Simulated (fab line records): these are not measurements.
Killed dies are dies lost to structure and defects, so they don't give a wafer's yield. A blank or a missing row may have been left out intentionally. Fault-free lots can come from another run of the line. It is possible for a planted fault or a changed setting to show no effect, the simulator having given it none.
Which tool did it? || flow gf180mcu || 72 wafers from 24 lots sampled at 6 of the route's 602 steps

WHAT EACH GAUGE READ, for each wafer
GF_M3_THK_MEAS_06: measures by xrf.
{"lot": "L074", "measured": "day 20 08:22", "on": "filmMetro-01", "M3_ALCU_THK (nm)": "451 450 449"}
{"lot": "L075", "measured": "day 20 16:38", "on": "filmMetro-04", "M3_ALCU_THK (nm)": "449 451 452"}
{"lot": "L076", "measured": "day 21 00:16", "on": "filmMetro-01", "M3_ALCU_THK (nm)": "452 450 451"}
{"lot": "L077", "measured": "day 21 12:20", "on": "filmMetro-01", "M3_ALCU_THK (nm)": "453 456 451"}
{"lot": "L078", "measured": "day 21 19:29", "on": "filmMetro-04", "M3_ALCU_THK (nm)": "446 450 448"}
{"lot": "L079", "measured": "day 22 08:14", "on": "filmMetro-04", "M3_ALCU_THK (nm)": "450 448 446"}
{"lot": "L080", "measured": "day 22 17:44", "on": "filmMetro-01", "M3_ALCU_THK (nm)": "444 444 445"}
{"lot": "L081", "measured": "day 22 22:59", "on": "filmMetro-03", "M3_ALCU_THK (nm)": "440 445 442"}
{"lot": "L082", "measured": "day 23 09:32", "on": "filmMetro-04", "M3_ALCU_THK (nm)": "449 449 452"}
{"lot": "L083", "measured": "day 23 16:51", "on": "filmMetro-03", "M3_ALCU_THK (nm)": "448 452 449"}
{"lot": "L084", "measured": "day 24 01:59", "on": "filmMetro-01", "M3_ALCU_THK (nm)": "439 444 443"}
{"lot": "L085", "measured": "day 24 13:33", "on": "filmMetro-03", "M3_ALCU_THK (nm)": "445 447 444"}
{"lot": "L086", "measured": "day 24 20:55", "on": "filmMetro-01", "M3_ALCU_THK (nm)": "450 452 451"}
{"lot": "L087", "measured": "day 25 04:03", "on": "filmMetro-03", "M3_ALCU_THK (nm)": "447 446 452"}
{"lot": "L088", "measured": "day 25 10:28", "on": "filmMetro-03", "M3_ALCU_THK (nm)": "446 447 447"}
{"lot": "L089", "measured": "day 25 12:40", "on": "filmMetro-04", "M3_ALCU_THK (nm)": "449 454 448"}
{"lot": "L090", "measured": "day 26 03:08", "on": "filmMetro-04", "M3_ALCU_THK (nm)": "442 443 439"}
{"lot": "L091", "measured": "day 26 05:13", "on": "filmMetro-03", "M3_ALCU_THK (nm)": "440 441 445"}
{"lot": "L092", "measured": "day 26 16:09", "on": "filmMetro-01", "M3_ALCU_THK (nm)": "444 448 446"}
{"lot": "L093", "measured": "day 26 21:28", "on": "filmMetro-03", "M3_ALCU_THK (nm)": "447 449 457"}
{"lot": "L094", "measured": "day 27 01:13", "on": "filmMetro-03", "M3_ALCU_THK (nm)": "446 452 447"}
{"lot": "L095", "measured": "day 27 10:36", "on": "filmMetro-01", "M3_ALCU_THK (nm)": "455 454 456"}
{"lot": "L096", "measured": "day 27 17:17", "on": "filmMetro-03", "M3_ALCU_THK (nm)": "456 457 453"}
{"lot": "L097", "measured": "day 28 06:05", "on": "filmMetro-01", "M3_ALCU_THK (nm)": "444 447 449"}

GF_V3_CD_MEAS_14: the cd target is 260 nm.
{"lot": "L074", "measured": "day 22 10:01", "on": "cdSem-01", "cdNm (nm)": "261.2 260.3 262.1"}
{"lot": "L075", "measured": "day 22 17:31", "on": "cdSem-02", "cdNm (nm)": "259.1 258.6 258.8"}
{"lot": "L076", "measured": "day 23 01:11", "on": "cdSem-01", "cdNm (nm)": "261.0 259.5 260.3"}
{"lot": "L077", "measured": "day 23 12:21", "on": "cdSem-02", "cdNm (nm)": "259.3 259.7 260.6"}
{"lot": "L078", "measured": "day 23 18:38", "on": "cdSem-01", "cdNm (nm)": "259.5 259.7 259.8"}
{"lot": "L079", "measured": "day 24 06:36", "on": "cdSem-02", "cdNm (nm)": "259.9 259.3 259.4"}
{"lot": "L080", "measured": "day 24 15:20", "on": "cdSem-02", "cdNm (nm)": "260.6 260.4 259.7"}
{"lot": "L081", "measured": "day 24 20:50", "on": "cdSem-02", "cdNm (nm)": "260.2 260.0 260.3"}
{"lot": "L082", "measured": "day 25 06:26", "on": "cdSem-02", "cdNm (nm)": "260.8 261.3 260.9"}
{"lot": "L083", "measured": "day 25 13:03", "on": "cdSem-02", "cdNm (nm)": "258.8 258.8 259.4"}
{"lot": "L084", "measured": "day 25 22:05", "on": "cdSem-02", "cdNm (nm)": "259.9 259.9 260.2"}
{"lot": "L085", "measured": "day 26 09:10", "on": "cdSem-01", "cdNm (nm)": "260.9 260.3 261.3"}
{"lot": "L086", "measured": "day 26 16:02", "on": "cdSem-01", "cdNm (nm)": "258.7 260.5 260.1"}
{"lot": "L087", "measured": "day 26 23:00", "on": "cdSem-02", "cdNm (nm)": "261.1 261.2 261.7"}
{"lot": "L088", "measured": "day 27 04:44", "on": "cdSem-02", "cdNm (nm)": "259.9 259.1 258.8"}
{"lot": "L089", "measured": "day 27 07:20", "on": "cdSem-01", "cdNm (nm)": "259.4 259.5 259.5"}
{"lot": "L090", "measured": "day 27 20:47", "on": "cdSem-02", "cdNm (nm)": "260.9 260.4 261.0"}
{"lot": "L091", "measured": "day 27 22:20", "on": "cdSem-02", "cdNm (nm)": "260.4 260.6 260.6"}
{"lot": "L092", "measured": "day 28 09:29", "on": "cdSem-01", "cdNm (nm)": "257.7 257.6 258.2"}
{"lot": "L093", "measured": "day 28 13:53", "on": "cdSem-01", "cdNm (nm)": "259.8 260.6 261.7"}
{"lot": "L094", "measured": "day 28 18:02", "on": "cdSem-02", "cdNm (nm)": "261.1 259.6 260.1"}
{"lot": "L095", "measured": "day 29 03:20", "on": "cdSem-02", "cdNm (nm)": "260.6 258.5 259.1"}
{"lot": "L096", "measured": "day 29 09:38", "on": "cdSem-01", "cdNm (nm)": "261.1 261.1 261.6"}
{"lot": "L097", "measured": "day 29 21:47", "on": "cdSem-02", "cdNm (nm)": "262.0 261.4 261.7"}

GF_TOP_METAL_OVL_MEAS_15.
{"lot": "L074", "measured": "day 28 02:43", "on": "overlay-01", "TOP_METAL_OVL (nm)": "-1.3 -0.9 -0.3"}
{"lot": "L075", "measured": "day 28 07:43", "on": "overlay-01", "TOP_METAL_OVL (nm)": "-1.6 0.0 0.8"}
{"lot": "L076", "measured": "day 28 16:18", "on": "overlay-01", "TOP_METAL_OVL (nm)": "-1.8 -1.2 -1.9"}
{"lot": "L077", "measured": "day 29 00:09", "on": "overlay-01", "TOP_METAL_OVL (nm)": "-0.2 -0.4 0.5"}
{"lot": "L078", "measured": "day 29 05:31", "on": "overlay-02", "TOP_METAL_OVL (nm)": "0.9 0.9 1.2"}
{"lot": "L079", "measured": "day 29 16:34", "on": "overlay-01", "TOP_METAL_OVL (nm)": "-1.5 -1.5 -1.3"}
{"lot": "L080", "measured": "day 29 23:30", "on": "overlay-02", "TOP_METAL_OVL (nm)": "-0.5 -0.5 1.5"}
{"lot": "L081", "measured": "day 30 05:03", "on": "overlay-02", "TOP_METAL_OVL (nm)": "-2.2 -2.8 -2.6"}
{"lot": "L082", "measured": "day 30 14:15", "on": "overlay-02", "TOP_METAL_OVL (nm)": "-0.9 -2.1 -1.9"}
{"lot": "L083", "measured": "day 30 19:31", "on": "overlay-01", "TOP_METAL_OVL (nm)": "1.5 1.5 2.3"}
{"lot": "L084", "measured": "day 31 02:36", "on": "overlay-01", "TOP_METAL_OVL (nm)": "-0.6 0.1 0.1"}
{"lot": "L085", "measured": "day 31 12:33", "on": "overlay-02", "TOP_METAL_OVL (nm)": "-1.7 -0.4 -2.2"}
{"lot": "L086", "measured": "day 31 16:45", "on": "overlay-02", "TOP_METAL_OVL (nm)": "-1.6 -2.4 -1.9"}
{"lot": "L087", "measured": "day 32 00:28", "on": "overlay-02", "TOP_METAL_OVL (nm)": "-2.0 -2.7 -0.7"}
{"lot": "L088", "measured": "day 32 03:13", "on": "overlay-02", "TOP_METAL_OVL (nm)": "-3.2 -2.6 -2.3"}
{"lot": "L089", "measured": "day 32 06:13", "on": "overlay-02", "TOP_METAL_OVL (nm)": "-0.8 -0.6 0.3"}
{"lot": "L090", "measured": "day 32 17:18", "on": "overlay-02", "TOP_METAL_OVL (nm)": "-1.8 -1.4 -0.9"}
{"lot": "L091", "measured": "day 32 19:12", "on": "overlay-02", "TOP_METAL_OVL (nm)": "-1.4 -2.2 -3.6"}
{"lot": "L092", "measured": "day 33 03:49", "on": "overlay-02", "TOP_METAL_OVL (nm)": "-2.9 -1.0 -2.2"}
{"lot": "L093", "measured": "day 33 09:21", "on": "overlay-02", "TOP_METAL_OVL (nm)": "0.1 0.5 0.5"}
{"lot": "L094", "measured": "day 33 10:36", "on": "overlay-02", "TOP_METAL_OVL (nm)": "-0.9 -1.2 -0.1"}
{"lot": "L095", "measured": "day 33 18:40", "on": "overlay-02", "TOP_METAL_OVL (nm)": "-1.2 -1.2 0.0"}
{"lot": "L096", "measured": "day 34 00:30", "on": "overlay-02", "TOP_METAL_OVL (nm)": "-1.6 -1.3 -1.1"}
{"lot": "L097", "measured": "day 34 09:33", "on": "overlay-01", "TOP_METAL_OVL (nm)": "0.5 0.2 1.3"}

WHAT TOOL EACH LOT RAN ON (gives the tool, then ch and the chambers of the sampled wafers, and finally the start)
{"lot": "L074", "GF_M2_SPUTTER_00": "pvdSputter-04, day 18 03:54", "GF_M4_SPUTTER_00": "pvdSputter-01, day 22 11:31", "GF_M4_SPUTTER_04": "pvdSputter-01, day 22 11:41"}
{"lot": "L075", "GF_M2_SPUTTER_00": "pvdSputter-01, day 18 11:36", "GF_M4_SPUTTER_00": "pvdSputter-04, day 22 18:59", "GF_M4_SPUTTER_04": "pvdSputter-04, day 22 19:10"}
{"lot": "L076", "GF_M2_SPUTTER_00": "pvdSputter-04, day 18 18:40", "GF_M4_SPUTTER_00": "pvdSputter-02, day 23 02:42", "GF_M4_SPUTTER_04": "pvdSputter-02, day 23 02:53"}
{"lot": "L077", "GF_M2_SPUTTER_00": "pvdSputter-04, day 19 07:34", "GF_M4_SPUTTER_00": "pvdSputter-02, day 23 13:50", "GF_M4_SPUTTER_04": "pvdSputter-02, day 23 14:01"}
{"lot": "L078", "GF_M2_SPUTTER_00": "pvdSputter-04, day 19 14:30", "GF_M4_SPUTTER_00": "pvdSputter-04, day 23 20:09", "GF_M4_SPUTTER_04": "pvdSputter-04, day 23 20:20"}
{"lot": "L079", "GF_M2_SPUTTER_00": "pvdSputter-04, day 20 05:07", "GF_M4_SPUTTER_00": "pvdSputter-02, day 24 08:05", "GF_M4_SPUTTER_04": "pvdSputter-02, day 24 08:16"}
{"lot": "L080", "GF_M2_SPUTTER_00": "pvdSputter-04, day 20 14:54", "GF_M4_SPUTTER_00": "pvdSputter-04, day 24 16:53", "GF_M4_SPUTTER_04": "pvdSputter-04, day 24 17:04"}
{"lot": "L081", "GF_M2_SPUTTER_00": "pvdSputter-02, day 20 19:27", "GF_M4_SPUTTER_00": "pvdSputter-04, day 24 22:21", "GF_M4_SPUTTER_04": "pvdSputter-04, day 24 22:32"}
{"lot": "L082", "GF_M2_SPUTTER_00": "pvdSputter-02, day 21 07:47", "GF_M4_SPUTTER_00": "pvdSputter-01, day 25 07:58", "GF_M4_SPUTTER_04": "pvdSputter-01, day 25 08:09"}
{"lot": "L083", "GF_M2_SPUTTER_00": "pvdSputter-02, day 21 14:39", "GF_M4_SPUTTER_00": "pvdSputter-02, day 25 14:36", "GF_M4_SPUTTER_04": "pvdSputter-02, day 25 14:47"}
{"lot": "L084", "GF_M2_SPUTTER_00": "pvdSputter-01, day 22 01:10", "GF_M4_SPUTTER_00": "pvdSputter-04, day 25 23:36", "GF_M4_SPUTTER_04": "pvdSputter-04, day 25 23:47"}
{"lot": "L085", "GF_M2_SPUTTER_00": "pvdSputter-04, day 22 12:16", "GF_M4_SPUTTER_00": "pvdSputter-01, day 26 10:40", "GF_M4_SPUTTER_04": "pvdSputter-01, day 26 10:50"}
{"lot": "L086", "GF_M2_SPUTTER_00": "pvdSputter-01, day 22 20:32", "GF_M4_SPUTTER_00": "pvdSputter-02, day 26 17:35", "GF_M4_SPUTTER_04": "pvdSputter-02, day 26 17:46"}
{"lot": "L087", "GF_M2_SPUTTER_00": "pvdSputter-02, day 23 04:32", "GF_M4_SPUTTER_00": "pvdSputter-01, day 27 00:29", "GF_M4_SPUTTER_04": "pvdSputter-01, day 27 00:40"}
{"lot": "L088", "GF_M2_SPUTTER_00": "pvdSputter-04, day 23 10:46", "GF_M4_SPUTTER_00": "pvdSputter-01, day 27 06:12", "GF_M4_SPUTTER_04": "pvdSputter-01, day 27 06:23"}
{"lot": "L089", "GF_M2_SPUTTER_00": "pvdSputter-01, day 23 13:30", "GF_M4_SPUTTER_00": "pvdSputter-01, day 27 08:59", "GF_M4_SPUTTER_04": "pvdSputter-01, day 27 09:10"}
{"lot": "L090", "GF_M2_SPUTTER_00": "pvdSputter-04, day 24 04:33", "GF_M4_SPUTTER_00": "pvdSputter-04, day 27 22:17", "GF_M4_SPUTTER_04": "pvdSputter-04, day 27 22:28"}
{"lot": "L091", "GF_M2_SPUTTER_00": "pvdSputter-04, day 24 07:27", "GF_M4_SPUTTER_00": "pvdSputter-04, day 27 23:50", "GF_M4_SPUTTER_04": "pvdSputter-04, day 28 00:01"}
{"lot": "L092", "GF_M2_SPUTTER_00": "pvdSputter-02, day 24 19:16", "GF_M4_SPUTTER_00": "pvdSputter-02, day 28 10:59", "GF_M4_SPUTTER_04": "pvdSputter-02, day 28 11:10"}
{"lot": "L093", "GF_M2_SPUTTER_00": "pvdSputter-02, day 25 00:21", "GF_M4_SPUTTER_00": "pvdSputter-04, day 28 15:26", "GF_M4_SPUTTER_04": "pvdSputter-04, day 28 15:37"}
{"lot": "L094", "GF_M2_SPUTTER_00": "pvdSputter-04, day 25 04:53", "GF_M4_SPUTTER_00": "pvdSputter-01, day 28 19:35", "GF_M4_SPUTTER_04": "pvdSputter-01, day 28 19:46"}
{"lot": "L095", "GF_M2_SPUTTER_00": "pvdSputter-01, day 25 13:22", "GF_M4_SPUTTER_00": "pvdSputter-04, day 29 04:50", "GF_M4_SPUTTER_04": "pvdSputter-04, day 29 05:01"}
{"lot": "L096", "GF_M2_SPUTTER_00": "pvdSputter-02, day 25 20:33", "GF_M4_SPUTTER_00": "pvdSputter-02, day 29 11:16", "GF_M4_SPUTTER_04": "pvdSputter-02, day 29 11:27"}
{"lot": "L097", "GF_M2_SPUTTER_00": "pvdSputter-04, day 26 09:26", "GF_M4_SPUTTER_00": "pvdSputter-02, day 29 23:23", "GF_M4_SPUTTER_04": "pvdSputter-02, day 29 23:35"}
- GF_M2_SPUTTER_00: material Ti, target thk 37.5 nm, time 150 s.
- GF_M4_SPUTTER_00: material Ti, target thk 37.5 nm, time 150 s.
- GF_M4_SPUTTER_04: material TiN, target thk 50 nm, time 41.7 s.

AS READ BY THE TOOLS THEMSELVES (means over the sampled wafers that have a number; for cases with no such wafer, the mark the record gives instead)
GF_M2_SPUTTER_00.
{"lot": "L074", "tool": "pvdSputter-04", "throttleValvePct (%)": 30.5}
{"lot": "L075", "tool": "pvdSputter-01", "throttleValvePct (%)": 29.0}
{"lot": "L076", "tool": "pvdSputter-04", "throttleValvePct (%)": 30.4}
{"lot": "L077", "tool": "pvdSputter-04", "throttleValvePct (%)": 30.8}
{"lot": "L078", "tool": "pvdSputter-04", "throttleValvePct (%)": 30.7}
{"lot": "L079", "tool": "pvdSputter-04", "throttleValvePct (%)": 30.8}
{"lot": "L080", "tool": "pvdSputter-04", "throttleValvePct (%)": 30.6}
{"lot": "L081", "tool": "pvdSputter-02", "throttleValvePct (%)": 28.6}
{"lot": "L082", "tool": "pvdSputter-02", "throttleValvePct (%)": 29.7}
{"lot": "L083", "tool": "pvdSputter-02", "throttleValvePct (%)": 29.5}
{"lot": "L084", "tool": "pvdSputter-01", "throttleValvePct (%)": 29.4}
{"lot": "L085", "tool": "pvdSputter-04", "throttleValvePct (%)": 30.5}
{"lot": "L086", "tool": "pvdSputter-01", "throttleValvePct (%)": 28.8}
{"lot": "L087", "tool": "pvdSputter-02", "throttleValvePct (%)": 29.9}
{"lot": "L088", "tool": "pvdSputter-04", "throttleValvePct (%)": 30.9}
{"lot": "L089", "tool": "pvdSputter-01", "throttleValvePct (%)": 29.2}
{"lot": "L090", "tool": "pvdSputter-04", "throttleValvePct (%)": 30.5}
{"lot": "L091", "tool": "pvdSputter-04", "throttleValvePct (%)": 30.2}
{"lot": "L092", "tool": "pvdSputter-02", "throttleValvePct (%)": 28.8}
{"lot": "L093", "tool": "pvdSputter-02", "throttleValvePct (%)": 29.0}
{"lot": "L094", "tool": "pvdSputter-04", "throttleValvePct (%)": 30.5}
{"lot": "L095", "tool": "pvdSputter-01", "throttleValvePct (%)": 28.9}
{"lot": "L096", "tool": "pvdSputter-02", "throttleValvePct (%)": 29.1}
{"lot": "L097", "tool": "pvdSputter-04", "throttleValvePct (%)": 31.0}

GF_M4_SPUTTER_00.
{"lot": "L074", "tool": "pvdSputter-01", "throttleValvePct (%)": 29.4}
{"lot": "L075", "tool": "pvdSputter-04", "throttleValvePct (%)": 30.9}
{"lot": "L076", "tool": "pvdSputter-02", "throttleValvePct (%)": 29.9}
{"lot": "L077", "tool": "pvdSputter-02", "throttleValvePct (%)": 28.7}
{"lot": "L078", "tool": "pvdSputter-04", "throttleValvePct (%)": 30.8}
{"lot": "L079", "tool": "pvdSputter-02", "throttleValvePct (%)": 28.9}
{"lot": "L080", "tool": "pvdSputter-04", "throttleValvePct (%)": 30.7}
{"lot": "L081", "tool": "pvdSputter-04", "throttleValvePct (%)": 30.4}
{"lot": "L082", "tool": "pvdSputter-01", "throttleValvePct (%)": 29.4}
{"lot": "L083", "tool": "pvdSputter-02", "throttleValvePct (%)": 29.5}
{"lot": "L084", "tool": "pvdSputter-04", "throttleValvePct (%)": 30.9}
{"lot": "L085", "tool": "pvdSputter-01", "throttleValvePct (%)": 29.3}
{"lot": "L086", "tool": "pvdSputter-02", "throttleValvePct (%)": 30.3}
{"lot": "L087", "tool": "pvdSputter-01", "throttleValvePct (%)": 28.9}
{"lot": "L088", "tool": "pvdSputter-01", "throttleValvePct (%)": 29.0}
{"lot": "L089", "tool": "pvdSputter-01", "throttleValvePct (%)": 29.3}
{"lot": "L090", "tool": "pvdSputter-04", "throttleValvePct (%)": 30.5}
{"lot": "L091", "tool": "pvdSputter-04", "throttleValvePct (%)": 30.3}
{"lot": "L092", "tool": "pvdSputter-02", "throttleValvePct (%)": 28.7}
{"lot": "L093", "tool": "pvdSputter-04", "throttleValvePct (%)": 30.6}
{"lot": "L094", "tool": "pvdSputter-01", "throttleValvePct (%)": 29.1}
{"lot": "L095", "tool": "pvdSputter-04", "throttleValvePct (%)": 30.9}
{"lot": "L096", "tool": "pvdSputter-02", "throttleValvePct (%)": 29.2}
{"lot": "L097", "tool": "pvdSputter-02", "throttleValvePct (%)": 30.5}

GF_M4_SPUTTER_04.
{"lot": "L074", "tool": "pvdSputter-01", "throttleValvePct (%)": 29.4}
{"lot": "L075", "tool": "pvdSputter-04", "throttleValvePct (%)": 30.9}
{"lot": "L076", "tool": "pvdSputter-02", "throttleValvePct (%)": 29.6}
{"lot": "L077", "tool": "pvdSputter-02", "throttleValvePct (%)": 28.8}
{"lot": "L078", "tool": "pvdSputter-04", "throttleValvePct (%)": 30.9}
{"lot": "L079", "tool": "pvdSputter-02", "throttleValvePct (%)": 29.0}
{"lot": "L080", "tool": "pvdSputter-04", "throttleValvePct (%)": 30.9}
{"lot": "L081", "tool": "pvdSputter-04", "throttleValvePct (%)": 30.2}
{"lot": "L082", "tool": "pvdSputter-01", "throttleValvePct (%)": 29.6}
{"lot": "L083", "tool": "pvdSputter-02", "throttleValvePct (%)": 29.5}
{"lot": "L084", "tool": "pvdSputter-04", "throttleValvePct (%)": 30.6}
{"lot": "L085", "tool": "pvdSputter-01", "throttleValvePct (%)": 29.2}
{"lot": "L086", "tool": "pvdSputter-02", "throttleValvePct (%)": 30.3}
{"lot": "L087", "tool": "pvdSputter-01", "throttleValvePct (%)": 29.0}
{"lot": "L088", "tool": "pvdSputter-01", "throttleValvePct (%)": 29.1}
{"lot": "L089", "tool": "pvdSputter-01", "throttleValvePct (%)": 29.3}
{"lot": "L090", "tool": "pvdSputter-04", "throttleValvePct (%)": 30.5}
{"lot": "L091", "tool": "pvdSputter-04", "throttleValvePct (%)": 30.3}
{"lot": "L092", "tool": "pvdSputter-02", "throttleValvePct (%)": 28.6}
{"lot": "L093", "tool": "pvdSputter-04", "throttleValvePct (%)": 30.6}
{"lot": "L094", "tool": "pvdSputter-01", "throttleValvePct (%)": 29.3}
{"lot": "L095", "tool": "pvdSputter-04", "throttleValvePct (%)": 30.7}
{"lot": "L096", "tool": "pvdSputter-02", "throttleValvePct (%)": 29.4}
{"lot": "L097", "tool": "pvdSputter-02", "throttleValvePct (%)": 30.3}

THE ANSWER, worked out from the rows above alone
Rule: usual is defined by the lots themselves. Put in order of their means at a reading, lots are off if they are a third of the lots or fewer, leave a main group of 4 or more, and stand apart from it by a gap of 3 or more times the standard deviation of the main group's means; of several such gaps the widest counts. The tables above print the reading to a certain number of digits; a main group whose means all agree to those digits is not used. A lot without any number at a reading at which 4 lots or more have one is off too. All remaining lots with rows at the step are treated as sound. After the gauges, taken in route order, come the tools' own readings; for these a lot's mean is taken, as printed above. At the first step where some lot is off, the reading lying furthest off is the one used; lots without a number count as furthest.
No lot is off on any of the readings shown, so nothing can be concluded from this.

WHAT THE SIMULATOR HAD INSERTED
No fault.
